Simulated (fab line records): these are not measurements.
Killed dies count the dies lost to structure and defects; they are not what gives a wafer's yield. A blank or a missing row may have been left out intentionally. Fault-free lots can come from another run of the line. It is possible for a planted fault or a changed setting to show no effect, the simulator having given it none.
fab line records	flow sky130
[record] lots = 5	wafers = 15	last-day = 49
route steps=708 shown POLY_GATE@219 PAD_OPEN@708
lots with no fault: from the same line, run without faults
start-h: the number of hours between the record's first day and the start of the first shown wafer of the lot	wait-h: hours since the lot's step before	" the same as in the row above	L1.1+2: a single row standing in for several wafers	- no value, or no start was given	* or withheld: withheld	< > ~ a bound
route shown NAME@n: a module of which the file shows steps, and the number in the route of the first	usual: average and standard deviation across the fault-free wafers	same: alike in all rows	chamber/n: place in a boat	sites: each site's reading	_std_site: standard deviation of those values	_edge_site: outer sites' mean less inner sites'	radius-mm: how far each site lies from the wafer's centre	mask NAME#n: copy n	behind: the most recent tool/chamber to have shaped the wafer	hold: why the lot was held/for how many hours/how that ended	device: transistor that didn't switch, given as n, p or np	end of line: tests of these same wafers at the route's end	a step with no rows: only its recipe	killed: not the wafer's yield, but the dies lost to structure and defects at the first sort	map: shows each die of a wafer: x if killed, . if not, _ if none is there
set.NAME: setting as actually run; set.NAME@STEP: the setting as run at that earlier step	model.NAME: the simulator's own value behind a step, which no gauge read
lots at selected steps of the route; one table per step, one row per wafer
services: when a tool's chamber went out of use (start-h, in hours from the record's first day, below 0 if earlier), for how many hours, and the reason
[[steps]]
[step SKY_POLY_GATE_DEHYDRATE_05]
[recipe] temp-c = 200	time-s = 60
[step SKY_POLY_GATE_HMDS_06]
[recipe] prime-time-s = 60	prime-temp-c = 120
[step SKY_POLY_GATE_COAT_07]
[recipe] resist = BARC	temp-c = withheld	time-s = withheld	spin-rpm = 3000	resist-thk-nm = 110
[step SKY_POLY_GATE_COAT_08]
[recipe] resist = KrF-thick	spin-rpm = 3000	resist-thk-nm = 450
[step SKY_POLY_GATE_SOFTBAKE_09]
[recipe] temp-c = 100	time-s = 90	resist = KrF-thick
[step SKY_POLY_GATE_EXPOSE_10]
[recipe] mask-id = P1M	na = 0.68	source-shape = conventional	sigma-outer = 0.6	target-cd-nm = 150	dose-mj = 28
[step SKY_POLY_GATE_PEB_11]
[recipe] peb-temp-c = withheld	peb-time-s = withheld	resist = KrF-thick
[step SKY_POLY_GATE_DEVELOP_12]
[recipe] develop-time-s = 60	resist = KrF-thick	dev-temp-c = 21
[step SKY_POLY_GATE_CD_MEAS_13]
[recipe] target-cd-nm = 150
[usual] cd-nm = 149.9/1
lot.wafer	tool	chamber	start-h	wait-h	cd-nm
L862.3	cd-sem-02	-	406.81	-	151.1
L862.4	"	-	"	"	151.5
L862.5	"	-	"	"	149.9
L867.2	cd-sem-02	-	436.59	-	151.6
L867.3	"	-	"	"	150.7
L867.5	"	-	"	"	150.7
L869.3	cd-sem-02	-	460.06	-	147.3
L869.4	"	-	"	"	146.5
L869.5	"	-	"	"	147.8
L872.1	cd-sem-01	-	500.98	-	148.9
L872.2	"	-	"	"	149.8
L872.5	"	-	"	"	148.3
L878.1	cd-sem-02	-	530.08	-	151.2
L878.2	"	-	"	"	150.5
L878.6	"	-	"	"	151.1
[step SKY_POLY_GATE_OVL_MEAS_14]
[usual] POLY_GATE_OVL = -3/4.7
lot.wafer	tool	chamber	start-h	wait-h	POLY_GATE_OVL[nm]
L862.3	overlay-01	-	406.90	0.1	5
L862.4	"	-	"	"	-2
L862.5	"	-	"	"	-3
L867.2	overlay-01	-	436.70	0.1	2
L867.3	"	-	"	"	1
L867.5	"	-	"	"	-2
L869.3	overlay-01	-	460.15	0.1	-3
L869.4	"	-	"	"	-3
L869.5	"	-	"	"	-6
L872.1	overlay-01	-	501.10	0.1	-1
L872.2	"	-	"	"	-3
L872.5	"	-	"	"	4
L878.1	overlay-02	-	530.20	0.1	-3
L878.2	"	-	"	"	-4
L878.6	"	-	"	"	-9
[step SKY_POLY_GATE_ETCH_15]
[recipe] chemistry = N2/H2	target = BARC	ion-energy-ev = 200	source-w = 500	bias-w = 100	pressure-mtorr = 30	n2-flow-sccm = 100	h2-flow-sccm = 200	stop-on = SiO2	time-s = 118.5	target-depth-a = 1100
[usual] drypump-motor-current-A = 5.7/0.57	oes-product-au = 0.716/0.0048	rf-fwd-power-W = 497.3/1.6	throttle-valve-pct = 13.212/0.0098
lot.wafer	tool	chamber	start-h	wait-h	drypump-motor-current-A	oes-product-au	rf-fwd-power-W	rf-hours-counter-h	throttle-valve-pct
L862.3	rie-diel-02	1	406.93	0.0	6.4	0.710	499.4	6	13.203
L862.4	"	2	"	"	5.4	0.708	498.5	80	13.222
L862.5	"	3	"	"	4.9	0.710	496.7	-	13.207
L867.2	rie-diel-01	3	436.73	0.0	6.6	0.713	497.2	5	13.198
L867.3	"	1	"	"	5.1	0.710	494.7	100	13.215
L867.5	"	0	"	"	5.8	0.723	496.3	-	13.199
L869.3	rie-diel-02	2	460.18	0.0	5.4	0.710	500.2	81	13.213
L869.4	"	3	"	"	4.9	0.715	497.8	65	13.198
L869.5	"	3	"	"	4.8	0.722	496.7	-	13.215
L872.1	rie-diel-04	3	501.13	0.0	5.7	0.719	494.4	79	13.208
L872.2	"	2	"	"	5.6	0.718	497.2	61	13.219
L872.5	"	2	"	"	5.7	0.709	495.4	-	13.214
L878.1	rie-diel-01	3	530.23	0.0	6.6	0.719	495.8	7	13.227
L878.2	"	0	"	"	5.8	0.717	498.4	57	13.216
L878.6	"	0	"	"	5.8	0.719	497.9	-	13.186
[step SKY_POLY_GATE_ETCH_16]
[recipe] stop-on = poly-Si	chemistry = CH3F/O2	target = Si3N4	source-w = 400	bias-w = 80	pressure-mtorr = 25	ch3f-flow-sccm = 40	O2_flow_sccm = 30	time-s = 147.5	target-depth-a = 750
[usual] ch3f-flow-sccm = 39.99/0.13	drypump-motor-current-A = 5.7/0.57	oes-product-au = 0.640/0.0047	rf-fwd-power-W = 398.2/1.2	throttle-valve-pct = 10.534/0.0093
lot.wafer	tool	chamber	start-h	wait-h	ch3f-flow-sccm	drypump-motor-current-A	oes-product-au	rf-fwd-power-W	rf-hours-counter-h	throttle-valve-pct
L862.3	rie-diel-02	1	407.01	0.0	39.92	6.4	0.647	398.6	6	10.539
L862.4	"	2	"	"	40.14	5.4	0.637	399.0	80	10.528
L862.5	"	3	"	"	39.90	4.8	0.639	399.6	-	10.547
L867.2	rie-diel-01	3	436.81	0.0	39.96	6.6	0.640	400.1	5	10.535
L867.3	"	1	"	"	40.12	5.1	0.644	398.1	100	10.546
L867.5	"	0	"	"	40.08	5.8	0.640	397.7	-	10.533
L869.3	rie-diel-02	2	460.26	0.0	39.94	5.4	0.643	399.2	81	10.526
L869.4	"	3	"	"	39.92	4.8	0.634	398.6	66	10.557
L869.5	"	3	"	"	39.90	4.8	0.646	398.3	-	10.535
L872.1	rie-diel-04	3	501.22	0.0	39.87	5.6	0.638	398.0	79	10.539
L872.2	"	2	"	"	39.86	5.6	0.642	397.0	61	10.538
L872.5	"	2	"	"	39.95	5.6	0.642	398.1	-	10.541
L878.1	rie-diel-01	3	530.32	0.0	40.01	6.7	0.637	398.5	7	10.535
L878.2	"	0	"	"	40.04	5.8	0.640	396.5	57	10.527
L878.6	"	0	"	"	40.13	5.8	0.647	397.2	-	10.528
[step SKY_POLY_GATE_ETCH_17]
[recipe] target-depth-nm = 180	stop-on = SiO2	over-etch-frac = 0.56667	chemistry = HBr/Cl2	target = poly-Si	icp-w = 400	bias-w = 101.3	pressure-mtorr = 10	HBr_flow_sccm = 150	Cl2_flow_sccm = 50	time-s = 70.5
[usual] HBr_flow_sccm = 150.0/0.44	drypump-motor-current-A = 5.4/0.46	mfc-cl2-sccm = 49.99/0.13	oes-product-au = 0.988/0.0062	rf-fwd-power-W = 396.8/1.6	throttle-valve-pct = 33.685/0.0078
lot.wafer	tool	chamber	start-h	wait-h	HBr_flow_sccm	drypump-motor-current-A	mfc-cl2-sccm	oes-product-au	rf-fwd-power-W	rf-hours-counter-h	throttle-valve-pct	model.KrF-thick_of_POLY_GATE_COAT_08.thk-nm	model.SiO2_of_SONOS_ONO_CVD_04.thk-nm
L862.3	rie-si-01	2	407.11	0.0	149.6	4.7	49.85	0.998	398.0	61	33.682	143	3.942
L862.4	"	3	"	"	149.7	6.2	50.03	0.994	398.1	11	33.675	139.5	4.003
L862.5	"	0	"	"	150.0	5.2	49.75	0.990	394.7	-	33.691	140.1	4.058
L867.2	rie-si-02	1	436.91	0.0	150.1	5.7	49.82	0.986	395.2	51	33.693	142.8	4.188
L867.3	"	2	"	"	149.6	5.2	50.05	0.983	397.5	5	33.695	143.2	4.193
L867.5	"	2	"	"	150.0	5.2	49.90	0.982	397.1	-	33.689	142.5	4.238
L869.3	rie-si-01	2	460.36	0.0	149.3	4.7	50.07	0.972	397.5	61	33.678	134.8	4.286
L869.4	"	3	"	"	150.7	6.2	49.84	0.982	398.8	12	33.684	139.3	4.159
L869.5	"	2	"	"	148.1	4.7	50.11	0.988	398.1	-	33.691	138.2	4.176
L872.1	rie-si-01	0	501.31	0.0	150.6	5.2	50.06	0.982	394.2	25	33.676	139.2	4.068
L872.2	"	1	"	"	149.2	4.9	50.02	0.985	396.1	0	33.692	140.8	4.059
L872.5	"	1	"	"	149.7	4.8	50.04	0.985	397.2	-	33.690	138.5	4.107
L878.1	rie-si-01	2	530.41	0.0	149.8	4.7	50.00	0.983	395.2	0	33.682	143.4	4.061
L878.2	"	1	"	"	149.7	4.8	49.86	0.990	397.1	0	33.701	142.4	3.978
L878.6	"	0	"	"	149.9	5.2	49.89	0.995	459.5	-	33.675	135.8	3.935
[step SKY_POLY_GATE_STRIP_18]
[recipe] chemistry = O2/N2	power-w = 1400	pressure-mtorr = 1500	platen-temp-c = withheld	o2-flow-sccm = 3000	n2-flow-sccm = 300	overash-fraction = 0.5
[usual] drypump-motor-current-A = 5.60/0.27	oes-product-au = 0.361/0.0044	strip-time-to-endpoint-s = 3.17/0.031
lot.wafer	tool	chamber	start-h	wait-h	drypump-motor-current-A	oes-product-au	rf-hours-counter-h	strip-time-to-endpoint-s
L862.3	plasma-asher-04	1	407.20	0.1	5.88	0.364	-	3.20
L862.4	"	0	"	"	5.34	0.358	-	3.16
L862.5	"	0	"	"	5.35	0.357	-	3.16
L867.2	plasma-asher-01	1	436.96	0.0	5.77	0.365	31	3.21
L867.3	"	1	"	"	5.76	0.362	-	3.22
L867.5	"	1	"	"	5.77	0.356	-	3.17
L869.3	plasma-asher-02	1	460.45	0.1	5.93	0.354	-	3.11
L869.4	"	0	"	"	5.19	0.353	-	3.13
L869.5	"	1	"	"	5.92	0.364	-	3.13
L872.1	plasma-asher-01	0	501.37	0.0	5.47	0.366	38	3.17
L872.2	"	1	"	"	5.75	0.357	38	3.19
L872.5	"	0	"	"	5.48	0.355	-	3.14
L878.1	plasma-asher-04	0	530.47	0.0	5.35	0.367	70	3.19
L878.2	"	1	"	"	5.84	0.361	70	3.20
L878.6	"	0	"	"	5.34	0.360	-	3.14
[step SKY_PAD_OPEN_PROBE_99]
[usual] killed_at_M0_to_M3 = 43/6.5	killed_at_M4_up = 3.2/1.9	killed-at-contacts = 25/5.5	killed-at-front-end = 14/4.2	killed-at-other = 0.2/0.44	killed-dies = 85/8.5	killed-open = 47/7	killed-short = 39/6.3
[same] gross-dies = 492	killed-at-back-side = 0
lot.wafer	tool	chamber	start-h	wait-h	killed_at_M0_to_M3	killed_at_M4_up	killed-at-contacts	killed-at-front-end	killed-at-other	killed-dies	killed-open	killed-short
L862.3	prober-02	-	1103.09	0.2	44	5	17	20	1	87	33	54
L862.4	prober-02	-	1103.14	0.2	37	2	26	13	1	79	45	34
L862.5	prober-02	-	1103.19	0.2	48	4	24	20	0	96	56	40
L867.2	prober-01	-	1124.59	0.1	39	2	27	16	0	84	50	34
L867.3	prober-01	-	1124.64	0.2	44	0	24	20	0	88	60	28
L867.5	prober-01	-	1124.74	0.2	34	4	24	11	0	73	46	27
L869.3	prober-02	-	1137.04	0.2	30	7	18	16	0	71	36	35
L869.4	prober-02	-	1137.09	0.2	49	3	22	10	0	84	48	36
L869.5	prober-02	-	1137.14	0.2	47	3	18	15	0	83	48	35
L872.1	prober-02	-	1164.77	0.1	37	7	27	17	0	88	43	45
L872.2	prober-02	-	1164.82	0.1	60	2	26	18	0	106	70	36
L872.5	prober-02	-	1164.97	0.2	51	3	24	18	1	97	45	52
L878.1	prober-02	-	1181.89	0.1	42	8	28	6	0	84	40	44
L878.2	prober-02	-	1181.94	0.1	46	2	25	18	1	92	51	41
L878.6	prober-02	-	1182.14	0.2	32	2	32	12	0	78	45	33
// killed by level:class
L862.3 VIA3:geometric-particle:open=11 POLY_GATE:geometric-particle:short=7 FIELD_ISO:geometric-particle:short=6 CONTACT:geometric-particle:open=6 VIA3:geometric-particle:short=6 VIA1:geometric-particle:open=6 METAL1:geometric-particle:short=5 METAL4:geometric-particle:short=5
L862.4 CONTACT:geometric-particle:open=12 VIA1:geometric-particle:open=9 LI_CONTACT:geometric-particle:open=7 VIA1:geometric-particle:short=6 METAL2:geometric-particle:short=5 VIA3:geometric-particle:open=5 METAL3:geometric-particle:short=4 FIELD_ISO:geometric-particle:short=3
L862.5 VIA1:geometric-particle:open=11 VIA2:geometric-particle:open=9 CONTACT:geometric-particle:open=8 LI_CONTACT:geometric-particle:open=6 FIELD_ISO:geometric-particle:open=5 POLY_GATE:geometric-particle:open=5 METAL3:geometric-particle:short=5 POLY_GATE:geometric-particle:short=4
L867.2 VIA3:geometric-particle:open=12 CONTACT:geometric-particle:open=9 CONTACT:geometric-particle:short=8 VIA1:geometric-particle:open=6 VIA2:geometric-particle:open=6 LI_CONTACT:geometric-particle:open=6 VIA3:geometric-particle:short=5 POLY_GATE:geometric-particle:short=4
L867.3 VIA1:geometric-particle:open=13 CONTACT:geometric-particle:open=12 FIELD_ISO:geometric-particle:open=9 VIA3:geometric-particle:open=7 METAL2:geometric-particle:short=6 VIA2:geometric-particle:open=6 LI_CONTACT:geometric-particle:open=4 FIELD_ISO:geometric-particle:short=3
L867.5 CONTACT:geometric-particle:open=13 VIA1:geometric-particle:open=9 LI_CONTACT:geometric-particle:open=7 POLY_GATE:geometric-particle:short=6 VIA3:geometric-particle:open=6 METAL1:geometric-particle:short=4 METAL2:geometric-particle:short=4 VIA2:geometric-particle:open=4
L869.3 CONTACT:geometric-particle:open=7 METAL4:geometric-particle:short=5 LOCAL_INTERCONNECT:geometric-particle:short=5 VIA1:geometric-particle:open=5 FIELD_ISO:geometric-particle:open=4 METAL2:geometric-particle:short=4 METAL1:geometric-particle:short=4 VIA2:geometric-particle:open=4
L869.4 VIA1:geometric-particle:open=14 CONTACT:geometric-particle:open=9 METAL1:geometric-particle:short=9 LI_CONTACT:geometric-particle:open=8 VIA2:geometric-particle:open=7 VIA1:geometric-particle:short=5 METAL2:geometric-particle:short=5 FIELD_ISO:geometric-particle:short=4
L869.5 VIA1:geometric-particle:open=9 LI_CONTACT:geometric-particle:open=9 VIA3:geometric-particle:open=9 VIA1:geometric-particle:short=6 VIA2:geometric-particle:open=6 CONTACT:geometric-particle:short=5 METAL2:geometric-particle:short=5 FIELD_ISO:geometric-particle:open=4
L872.1 CONTACT:geometric-particle:open=10 METAL3:geometric-particle:short=8 LI_CONTACT:geometric-particle:open=7 VIA1:geometric-particle:open=7 FIELD_ISO:geometric-particle:short=5 METAL1:geometric-particle:short=5 VIA1:geometric-particle:short=5 FIELD_ISO:geometric-particle:open=4
L872.2 VIA1:geometric-particle:open=28 CONTACT:geometric-particle:open=12 VIA2:geometric-particle:open=10 VIA1:geometric-particle:short=8 LI_CONTACT:geometric-particle:open=7 POLY_GATE:geometric-particle:open=6 FIELD_ISO:geometric-particle:open=4 POLY_GATE:geometric-particle:short=4
L872.5 CONTACT:geometric-particle:open=13 VIA1:geometric-particle:open=13 VIA1:geometric-particle:short=8 METAL2:geometric-particle:short=8 METAL1:geometric-particle:short=7 POLY_GATE:geometric-particle:short=5 VIA3:geometric-particle:open=4 LOCAL_INTERCONNECT:geometric-particle:short=4
L878.1 VIA1:geometric-particle:open=11 CONTACT:geometric-particle:open=7 METAL1:geometric-particle:short=7 LI_CONTACT:geometric-particle:open=6 LOCAL_INTERCONNECT:geometric-particle:short=6 METAL4:geometric-particle:short=6 CONTACT:geometric-particle:short=5 VIA3:geometric-particle:short=4
L878.2 VIA1:geometric-particle:open=12 CONTACT:geometric-particle:open=11 FIELD_ISO:geometric-particle:short=6 METAL1:geometric-particle:short=6 METAL2:geometric-particle:short=6 VIA3:geometric-particle:open=5 METAL3:geometric-particle:short=5 POLY_GATE:geometric-particle:open=4
L878.6 CONTACT:geometric-particle:open=15 VIA1:geometric-particle:open=9 LI_CONTACT:geometric-particle:open=7 CONTACT:geometric-particle:short=6 METAL2:geometric-particle:short=6 VIA2:geometric-particle:short=6 POLY_GATE:geometric-particle:short=3 POLY_CUT:geometric-particle:short=3
[[services]]
tool	chamber	start-h	hours	kind
rie-si-02	3	387.84	1.9	repair
rie-si-01	1	408.31	-	clean
rie-si-01	1	408.31	25.9	scheduled-down
rie-si-01	1	408.31	25.9	vent-cycle
rie-diel-04	-	428.79	0.4	repair
rie-diel-01	2	435.37	6.6	repair
rie-si-01	3	439.95	4.0	repair
rie-diel-01	1	446.94	-	clean
rie-diel-01	1	446.94	15.0	scheduled-down
rie-diel-01	1	446.94	15.0	vent-cycle
rie-diel-02	3	447.53	4.0	repair
rie-diel-02	0	453.88	2.1	repair
rie-diel-04	0	459.20	14.5	repair
plasma-asher-01	-	459.42	1.8	repair
rie-diel-02	3	463.79	1.3	repair
rie-si-01	2	473.43	-	clean
rie-si-01	2	473.43	20.7	scheduled-down
rie-si-01	2	473.43	20.7	vent-cycle
rie-diel-04	0	494.58	1.5	repair
plasma-asher-04	-	498.43	7.4	repair
rie-diel-04	0	510.71	-	clean
rie-diel-04	0	510.71	21.3	scheduled-down
rie-diel-04	0	510.71	21.3	vent-cycle
rie-si-02	1	514.39	-	clean
[[key]]
[first-sign] step = SKY_POLY_GATE_ETCH_17	reading = rf-fwd-power-W	direction = up	sigmas = 39	usual = 396.8	struck = 459.5
effect none on later readings
[model-effect] step = SKY_POLY_GATE_ETCH_17	value = KrF-thick_of_POLY_GATE_COAT_08.thk-nm	without = 142	struck = 135.8
met-at SKY_POLY_GATE_ETCH_17
struck-wafers L878.6
tester-left-out L878
onset-between 501.31 530.41
[fault] kind = process-parameter-drift	tool = rie-si-01	chamber = 0	onset-h = 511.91	steps = SKY_POLY_GATE_ETCH_17	channel = icp-w	offset = 64	shape = step	end-h = 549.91	acts-in = these-recipes-only	stated = 400
// tester-left-out: of these lots the tester's yield and bins aren't shown, on N5 and GAA mostly nor the transistor test; their killed dies are dies lost to structure and defects alone, not to doping, threshold or leakage, so they don't give the yield
